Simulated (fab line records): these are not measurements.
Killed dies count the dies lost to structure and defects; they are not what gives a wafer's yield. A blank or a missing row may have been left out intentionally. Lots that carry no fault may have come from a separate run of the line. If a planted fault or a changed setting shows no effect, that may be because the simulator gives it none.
fab line records + flow sky130
[record]
- lots = 6
- wafers = 18
- last_day = 50
route steps=708 shown CAPM@540 PAD_OPEN@708
lots that met no fault: from a run of the same line without faults
start_h: start of the lot's first displayed wafer, in hours after the record's first day + wait_h: time in hours since the lot's previous step + " as in the row above + L1.1+2: one row covering several wafers at once + - no value present, or no start provided + * or withheld: withheld + < > ~ a bound
route shown NAME@n: names a module that has steps shown in the file, with the first one's number in the route + usual: mean/standard deviation taken from wafers without a fault + same: alike in all rows + chamber/n: place in a boat + sites: per-site readings + _std_site: standard deviation of those values + _edge_site: inner sites' mean taken away from outer sites' mean + radius_mm: how far each site lies from the wafer's centre + mask NAME#n: copy n + behind: the most recent tool/chamber to have shaped the wafer + hold: reason for holding the lot/hours on hold/outcome of the hold + device: transistor that didn't switch, given as n, p or np + end of line: the same wafers' tests at the end of the route + step lacking rows: just its recipe + killed: dies lost to structure and defects at the first sort, not the wafer's yield + map: a wafer's dies, x killed, . not, _ none there
set.NAME: the run value of the setting; set.NAME@STEP: its run value at that earlier step + model.NAME: the simulator's own value behind a step, which no gauge read
lots at some steps of the route; a table a step, a row a wafer
services: from which hour (start_h, from the record's first day; less than 0 if before it) a tool's chamber was out of use, for how many hours, and why
[[steps]]
[step SKY_CAPM_RS_MEAS_03]
[recipe]
- thk_meas_gauge = four-point-probe
- reads = TiN_of_CAPM_SPUTTER_02
[usual]
- CAPM_TIN_RS = 6.94/0.071
| lot.wafer | tool          | chamber | start_h | wait_h | CAPM_TIN_RS[ohm/sq] |
|-----------|---------------|---------|---------|--------|---------------------|
| L911.2    | film_metro-04 | -       | 842.49  | 0.1    | 6.96                |
| L911.4    | "             | -       | "       | "      | 6.95                |
| L911.6    | "             | -       | "       | "      | 6.92                |
| L917.1    | film_metro-03 | -       | 904.63  | 0.1    | 6.93                |
| L917.4    | "             | -       | "       | "      | 7.00                |
| L917.5    | "             | -       | "       | "      | 6.93                |
| L918.1    | film_metro-04 | -       | 918.02  | 0.1    | 6.89                |
| L918.5    | "             | -       | "       | "      | 6.94                |
| L918.6    | "             | -       | "       | "      | 6.87                |
| L924.1    | film_metro-04 | -       | 962.16  | 0.1    | 7.11                |
| L924.3    | "             | -       | "       | "      | 7.06                |
| L924.5    | "             | -       | "       | "      | 7.07                |
| L930.3    | film_metro-04 | -       | 994.13  | 0.1    | 6.89                |
| L930.4    | "             | -       | "       | "      | 6.80                |
| L930.5    | "             | -       | "       | "      | 6.77                |
| L933.3    | film_metro-02 | -       | 1009.25 | 0.1    | 7.01                |
| L933.4    | "             | -       | "       | "      | 6.99                |
| L933.6    | "             | -       | "       | "      | 7.01                |
[step SKY_CAPM_THK_MEAS_04]
[recipe]
- thk_meas_gauge = xrf
- reads = TiN_of_CAPM_SPUTTER_02
[usual]
- CAPM_TIN_THK = 196.6/2.4
| lot.wafer | tool          | chamber | start_h | wait_h | CAPM_TIN_THK[nm] |
|-----------|---------------|---------|---------|--------|------------------|
| L911.2    | film_metro-04 | -       | 842.60  | 0.1    | 195.3            |
| L911.4    | "             | -       | "       | "      | 196.2            |
| L911.6    | "             | -       | "       | "      | 197.2            |
| L917.1    | film_metro-03 | -       | 904.75  | 0.1    | 193.5            |
| L917.4    | "             | -       | "       | "      | 192.5            |
| L917.5    | "             | -       | "       | "      | 194.8            |
| L918.1    | film_metro-04 | -       | 918.14  | 0.1    | 198.9            |
| L918.5    | "             | -       | "       | "      | 197.1            |
| L918.6    | "             | -       | "       | "      | 200.0            |
| L924.1    | film_metro-04 | -       | 962.28  | 0.1    | 192.5            |
| L924.3    | "             | -       | "       | "      | 194.0            |
| L924.5    | "             | -       | "       | "      | 195.3            |
| L930.3    | film_metro-04 | -       | 994.23  | 0.1    | 198.9            |
| L930.4    | "             | -       | "       | "      | 200.8            |
| L930.5    | "             | -       | "       | "      | 202.3            |
| L933.3    | film_metro-02 | -       | 1009.35 | 0.1    | 194.0            |
| L933.4    | "             | -       | "       | "      | 195.6            |
| L933.6    | "             | -       | "       | "      | 194.8            |
[step SKY_CAPM_DEHYDRATE_05]
[recipe]
- temp_c = 200
- time_s = 60
[step SKY_CAPM_HMDS_06]
[recipe]
- prime_time_s = 60
- prime_temp_c = 120
[step SKY_CAPM_COAT_07]
[recipe]
- resist = NOVOLAK
- spin_rpm = 3000
- resist_thk_nm = 1140
[step SKY_CAPM_SOFTBAKE_08]
[recipe]
- temp_c = 90
- time_s = 60
- resist = NOVOLAK
[step SKY_CAPM_EXPOSE_09]
[recipe]
- mask_id = CAPM
- na = 0.6
- source_shape = conventional
- sigma_outer = 0.6
- polarization = unpolarized
- target_cd_nm = 1000
- dose_mj = 159
[step SKY_CAPM_PEB_10]
[recipe]
- temp_c = withheld
- time_s = *
- resist = NOVOLAK
[step SKY_CAPM_DEVELOP_11]
[recipe]
- resist = NOVOLAK
- developer = TMAH
- develop_time_s = 60
- dev_temp_c = 23
[step SKY_CAPM_OVL_MEAS_12]
[usual]
- CAPM_OVL = -0.8/1.3
| lot.wafer | tool       | chamber | start_h | wait_h | CAPM_OVL[nm] |
|-----------|------------|---------|---------|--------|--------------|
| L911.2    | overlay-02 | -       | 868.67  | 0.1    | -1.1         |
| L911.4    | "          | -       | "       | "      | 2.1          |
| L911.6    | "          | -       | "       | "      | 1.8          |
| L917.1    | overlay-01 | -       | 929.77  | 0.1    | 1.0          |
| L917.4    | "          | -       | "       | "      | 0.2          |
| L917.5    | "          | -       | "       | "      | 0.8          |
| L918.1    | overlay-02 | -       | 942.42  | 0.1    | 1.7          |
| L918.5    | "          | -       | "       | "      | 1.0          |
| L918.6    | "          | -       | "       | "      | 0.3          |
| L924.1    | overlay-02 | -       | 985.18  | 0.1    | -2.2         |
| L924.3    | "          | -       | "       | "      | -2.6         |
| L924.5    | "          | -       | "       | "      | 0.5          |
| L930.3    | overlay-02 | -       | 1016.54 | 0.1    | -2.1         |
| L930.4    | "          | -       | "       | "      | -1.7         |
| L930.5    | "          | -       | "       | "      | -2.6         |
| L933.3    | overlay-01 | -       | 1031.88 | 0.1    | 1.8          |
| L933.4    | "          | -       | "       | "      | -0.5         |
| L933.6    | "          | -       | "       | "      | 0.6          |
[step SKY_CAPM_METAL_ETCH_13]
[recipe]
- target_depth_nm = 220
- stop_on = SiO2
- chemistry = Cl2/BCl3
- target = TiN
- pressure_mtorr = 10
- icp_w = 900
- bias_w = 48.5
- Cl2_flow_sccm = 60
- bcl3_flow_sccm = 30
- time_s = 62.9
[usual]
- drypump_motor_current_A = 5.7/0.49
- mfc_cl2_sccm = 60.01/0.2
- oes_product_au = 0.939/0.0072
- throttle_valve_pct = 21.902/0.0097
| lot.wafer | tool         | chamber | start_h | wait_h | drypump_motor_current_A | mfc_cl2_sccm | oes_product_au | rf_hours_counter_h | throttle_valve_pct |
|-----------|--------------|---------|---------|--------|-------------------------|--------------|----------------|--------------------|--------------------|
| L911.2    | rie_metal-01 | 1       | 868.70  | 0.0    | 6.3                     | 60.12        | 0.936          | 12                 | 21.901             |
| L911.4    | "            | 0       | "       | "      | 6.3                     | 60.23        | 0.944          | -                  | 21.898             |
| L911.6    | "            | 1       | "       | "      | 6.3                     | 59.94        | 0.931          | -                  | 21.912             |
| L917.1    | rie_metal-03 | 1       | 929.80  | 0.0    | 5.0                     | 59.90        | 0.933          | 1                  | 21.890             |
| L917.4    | "            | 1       | "       | "      | 5.0                     | 59.82        | 0.931          | -                  | 21.904             |
| L917.5    | "            | 0       | "       | "      | 5.5                     | 59.98        | 0.934          | -                  | 21.895             |
| L918.1    | rie_metal-03 | 0       | 942.46  | 0.0    | 5.5                     | 59.88        | 0.938          | 6                  | 21.923             |
| L918.5    | "            | 0       | "       | "      | 5.6                     | 59.70        | 0.936          | -                  | 21.888             |
| L918.6    | "            | 1       | "       | "      | 5.0                     | 60.14        | 0.937          | -                  | 21.896             |
| L924.1    | rie_metal-03 | 1       | 985.21  | 0.0    | 5.0                     | 59.75        | 0.929          | 4                  | 21.909             |
| L924.3    | "            | 1       | "       | "      | 5.0                     | 60.16        | 0.928          | -                  | 21.929             |
| L924.5    | "            | 1       | "       | "      | 5.0                     | 60.11        | 0.926          | -                  | 21.901             |
| L930.3    | rie_metal-01 | 0       | 1016.59 | 0.0    | 6.3                     | 60.09        | 0.945          | -                  | 21.904             |
| L930.4    | "            | 1       | "       | "      | 6.3                     | 59.73        | 0.951          | -                  | 21.899             |
| L930.5    | "            | 1       | "       | "      | 6.3                     | 60.28        | 0.959          | -                  | 21.902             |
| L933.3    | rie_metal-03 | 0       | 1031.93 | 0.0    | 5.5                     | 60.24        | 0.940          | -                  | 21.894             |
| L933.4    | "            | 1       | "       | "      | 5.0                     | 59.80        | 0.934          | -                  | 21.900             |
| L933.6    | "            | 0       | "       | "      | 5.5                     | 60.35        | 0.933          | -                  | 21.896             |
[step SKY_CAPM_STRIP_14]
[recipe]
- chemistry = O2/N2
- power_w = 1400
- pressure_mtorr = 1500
- platen_temp_c = withheld
- o2_flow_sccm = 3000
- n2_flow_sccm = 300
- overash_fraction = 0.5
[usual]
- drypump_motor_current_A = 6.04/0.29
- oes_product_au = 0.710/0.0044
- strip_time_to_endpoint_s = 12.65/0.051
| lot.wafer | tool            | chamber | start_h | wait_h | drypump_motor_current_A | oes_product_au | rf_hours_counter_h | strip_time_to_endpoint_s |
|-----------|-----------------|---------|---------|--------|-------------------------|----------------|--------------------|--------------------------|
| L911.2    | plasma_asher-02 | 0       | 868.78  | 0.1    | 5.89                    | 0.708          | 45                 | 12.65                    |
| L911.4    | "               | 1       | "       | "      | 5.56                    | 0.714          | -                  | 12.60                    |
| L911.6    | "               | 0       | "       | "      | 5.91                    | 0.705          | -                  | 12.69                    |
| L917.1    | plasma_asher-03 | 0       | 929.88  | 0.1    | 6.43                    | 0.712          | 78                 | 12.66                    |
| L917.4    | "               | 1       | "       | "      | 5.81                    | 0.712          | -                  | 12.67                    |
| L917.5    | "               | 1       | "       | "      | 5.79                    | 0.714          | -                  | 12.70                    |
| L918.1    | plasma_asher-04 | 0       | 942.54  | 0.1    | 6.06                    | 0.720          | 16                 | 12.72                    |
| L918.5    | "               | 0       | "       | "      | 6.03                    | 0.714          | -                  | 12.65                    |
| L918.6    | "               | 1       | "       | "      | 6.28                    | 0.707          | -                  | 12.63                    |
| L924.1    | plasma_asher-02 | 0       | 985.29  | 0.1    | 5.91                    | 0.718          | 56                 | 12.60                    |
| L924.3    | "               | 1       | "       | "      | 5.58                    | 0.716          | -                  | 12.57                    |
| L924.5    | "               | 0       | "       | "      | 5.93                    | 0.713          | -                  | 12.57                    |
| L930.3    | plasma_asher-02 | 1       | 1016.67 | 0.1    | 5.56                    | 0.710          | -                  | 12.63                    |
| L930.4    | "               | 0       | "       | "      | 5.94                    | 0.712          | -                  | 12.74                    |
| L930.5    | "               | 0       | "       | "      | 5.94                    | 0.710          | -                  | 12.75                    |
| L933.3    | plasma_asher-04 | 0       | 1032.01 | 0.1    | 6.00                    | 0.713          | -                  | 12.79                    |
| L933.4    | "               | 1       | "       | "      | 6.27                    | 0.701          | -                  | 12.65                    |
| L933.6    | "               | 1       | "       | "      | 6.27                    | 0.711          | -                  | 12.71                    |
[step SKY_CAPM_STRIP_15]
[recipe]
- chemistry = post_etch_residue_remover
- time_s = 1200
- temp_c = 72.5
[usual]
- run_length_s = 1228/3.3
| lot.wafer | tool         | chamber | start_h | wait_h | run_length_s |
|-----------|--------------|---------|---------|--------|--------------|
| L911.2    | wet_bench-04 | 0       | 868.88  | 0.1    | 1226         |
| L911.4    | "            | 0       | "       | "      | 1226         |
| L911.6    | "            | 0       | "       | "      | 1226         |
| L917.1    | wet_bench-01 | 1       | 929.98  | 0.1    | 1315         |
| L917.4    | "            | 1       | "       | "      | 1315         |
| L917.5    | "            | 1       | "       | "      | 1315         |
| L918.1    | wet_bench-01 | 3       | 942.64  | 0.1    | 1314         |
| L918.5    | "            | 3       | "       | "      | 1314         |
| L918.6    | "            | 3       | "       | "      | 1314         |
| L924.1    | wet_bench-03 | 1       | 985.39  | 0.1    | 1224         |
| L924.3    | "            | 1       | "       | "      | 1224         |
| L924.5    | "            | 1       | "       | "      | 1224         |
| L930.3    | wet_bench-04 | 2       | 1016.74 | 0.0    | 1226         |
| L930.4    | "            | 2       | "       | "      | 1226         |
| L930.5    | "            | 2       | "       | "      | 1226         |
| L933.3    | wet_bench-01 | 3       | 1032.08 | 0.0    | 1225         |
| L933.4    | "            | 3       | "       | "      | 1225         |
| L933.6    | "            | 3       | "       | "      | 1225         |
[step SKY_CAPM_CLEAN_16]
[recipe]
- chemistry = IPA
- time_s = 180
- temp_c = 25
[step SKY_PAD_OPEN_PROBE_99]
[usual]
- defect_limited_yield = 82.5/1.9
- killed_at_M0_to_M3 = 44/7.3
- killed_at_M4_up = 3.1/1.9
- killed_at_contacts = 24/5.3
- killed_at_front_end = 15/4
- killed_at_other = 0.4/0.6
- killed_dies = 86/9.2
- killed_open = 47/6.9
- killed_short = 39/6.9
- sort_bin_3_pad_short = 0.8/0.41
- sort_bin_5_function = 10.6/1.5
- sort_bin_6_memory = 6.1/1.1
- sort_n_pass = 406/9.2
- sort_yield_pct = 82.5/1.9
[same]
- gross_dies = 492
- killed_at_back_side = 0
- sort_bin_4_leakage[%] = 0
- sort_bin_8_speed[%] = 0
| lot.wafer | tool      | chamber | start_h | wait_h | defect_limited_yield[%] | killed_at_M0_to_M3 | killed_at_M4_up | killed_at_contacts | killed_at_front_end | killed_at_other | killed_dies | killed_open | killed_short | sort_bin_3_pad_short[%] | sort_bin_5_function[%] | sort_bin_6_memory[%] | sort_n_pass | sort_yield_pct[%] |
|-----------|-----------|---------|---------|--------|-------------------------|--------------------|-----------------|--------------------|---------------------|-----------------|-------------|-------------|--------------|-------------------------|------------------------|----------------------|-------------|-------------------|
| L917.1    | prober-01 | -       | 1116.16 | 0.1    | 83.1                    | 41                 | 2               | 22                 | 18                  | 0               | 83          | 47          | 36           | 0.6                     | 9.1                    | 7.1                  | 409         | 83.1              |
| L917.4    | prober-01 | -       | 1116.31 | 0.2    | 80.9                    | 46                 | 8               | 27                 | 12                  | 1               | 94          | 42          | 51           | 1.6                     | 10.8                   | 6.7                  | 398         | 80.9              |
| L917.5    | prober-01 | -       | 1116.36 | 0.2    | 81.9                    | 30                 | 1               | 37                 | 20                  | 1               | 89          | 49          | 39           | 1.0                     | 12.0                   | 5.1                  | 403         | 81.9              |
| L924.1    | prober-02 | -       | 1160.99 | 0.1    | 82.1                    | 39                 | 5               | 22                 | 22                  | 0               | 88          | 56          | 31           | 0.4                     | 11.0                   | 6.5                  | 404         | 82.1              |
| L924.3    | prober-02 | -       | 1161.09 | 0.2    | 83.1                    | 46                 | 1               | 25                 | 11                  | 0               | 83          | 48          | 34           | 0.6                     | 11.2                   | 5.1                  | 409         | 83.1              |
| L924.5    | prober-02 | -       | 1161.19 | 0.2    | 82.5                    | 42                 | 2               | 29                 | 12                  | 1               | 86          | 45          | 41           | 1.2                     | 10.0                   | 6.3                  | 406         | 82.5              |
| L930.3    | prober-02 | -       | 1186.20 | 0.2    | 82.7                    | 43                 | 2               | 30                 | 10                  | 0               | 85          | 51          | 34           | 1.4                     | 10.4                   | 5.5                  | 407         | 82.7              |
| L930.4    | prober-02 | -       | 1186.25 | 0.2    | 86.0                    | 45                 | 3               | 14                 | 7                   | 0               | 69          | 44          | 25           | 1.0                     | 7.9                    | 5.1                  | 423         | 86.0              |
| L930.5    | prober-02 | -       | 1186.30 | 0.2    | 82.9                    | 42                 | 3               | 19                 | 19                  | 1               | 84          | 41          | 42           | 0.8                     | 9.1                    | 7.1                  | 408         | 82.9              |
// killed by level:class
L917.1 VIA1:geometric_particle:open=13 LI_CONTACT:geometric_particle:open=8 POLY_GATE:geometric_particle:open=7 VIA2:geometric_particle:short=6 CONTACT:geometric_particle:short=5 METAL1:geometric_particle:short=5 VIA2:geometric_particle:open=5 LOCAL_INTERCONNECT:geometric_particle:short=4
L917.4 VIA2:geometric_particle:open=8 METAL1:geometric_particle:short=7 LI_CONTACT:geometric_particle:open=7 CONTACT:geometric_particle:open=7 VIA2:geometric_particle:short=7 VIA1:geometric_particle:open=6 METAL2:geometric_particle:short=5 LI_CONTACT:geometric_particle:short=5
L917.5 LI_CONTACT:geometric_particle:open=10 CONTACT:geometric_particle:open=8 CONTACT:geometric_particle:short=8 FIELD_ISO:geometric_particle:open=6 POLY_GATE:geometric_particle:open=5 LI_CONTACT:geometric_particle:short=5 FIELD_ISO:geometric_particle:short=4 LOCAL_INTERCONNECT:geometric_particle:short=4
L924.1 CONTACT:geometric_particle:open=14 VIA1:geometric_particle:open=9 POLY_GATE:geometric_particle:open=8 VIA2:geometric_particle:open=7 METAL2:geometric_particle:short=7 FIELD_ISO:geometric_particle:open=6 VIA3:geometric_particle:open=5 METAL4:geometric_particle:short=5
L924.3 VIA1:geometric_particle:open=14 CONTACT:geometric_particle:open=10 METAL1:geometric_particle:short=8 VIA2:geometric_particle:open=7 FIELD_ISO:geometric_particle:open=6 LI_CONTACT:geometric_particle:open=6 CONTACT:geometric_particle:short=5 FIELD_ISO:geometric_particle:short=4
L924.5 CONTACT:geometric_particle:open=10 VIA1:geometric_particle:open=9 VIA3:geometric_particle:open=8 LOCAL_INTERCONNECT:geometric_particle:short=6 FIELD_ISO:geometric_particle:open=5 VIA1:geometric_particle:short=5 CONTACT:geometric_particle:short=5 METAL1:geometric_particle:short=5
L930.3 VIA1:geometric_particle:open=11 CONTACT:geometric_particle:open=10 VIA2:geometric_particle:open=9 LI_CONTACT:geometric_particle:open=8 VIA2:geometric_particle:short=5 POLY_GATE:geometric_particle:open=4 LOCAL_INTERCONNECT:geometric_particle:short=4 CONTACT:geometric_particle:short=4
L930.4 VIA1:geometric_particle:open=10 VIA3:geometric_particle:open=9 VIA2:geometric_particle:open=5 METAL1:geometric_particle:short=5 FIELD_ISO:geometric_particle:open=4 LI_CONTACT:geometric_particle:open=4 METAL2:geometric_particle:short=4 LI_CONTACT:geometric_particle:short=3
L930.5 VIA1:geometric_particle:open=12 POLY_GATE:geometric_particle:short=9 CONTACT:geometric_particle:open=7 LI_CONTACT:geometric_particle:open=6 METAL2:geometric_particle:short=6 VIA2:geometric_particle:open=6 FIELD_ISO:geometric_particle:open=4 METAL1:geometric_particle:short=4
[[services]]
| tool            | chamber | start_h | hours | kind           |
|-----------------|---------|---------|-------|----------------|
| plasma_asher-03 | -       | 857.78  | 0.9   | repair         |
| rie_metal-03    | 0       | 866.50  | 4.0   | repair         |
| plasma_asher-04 | -       | 871.86  | 1.4   | repair         |
| rie_metal-03    | 1       | 874.56  | -     | clean          |
| rie_metal-03    | 1       | 874.56  | 16.4  | scheduled_down |
| rie_metal-03    | 1       | 874.56  | 16.4  | vent_cycle     |
| wet_bench-03    | -       | 909.96  | 1.7   | repair         |
[[key]]
[first_sign]
- step = SKY_CAPM_STRIP_15
- reading = run_length_s
- direction = up
- sigmas = 26
- usual = *
- struck = *
effect none on later readings
met_at SKY_CAPM_STRIP_15
struck_wafers L917.1,L917.4,L917.5,L918.1,L918.5,L918.6
[fault]
- kind = process_parameter_drift
- tool = wet_bench-01
- chamber = -
- onset_h = 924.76
- steps = SKY_CAPM_STRIP_15
- channel = time_s
- offset = *
- shape = step
- end_h = 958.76
- acts_in = *
- stated = *
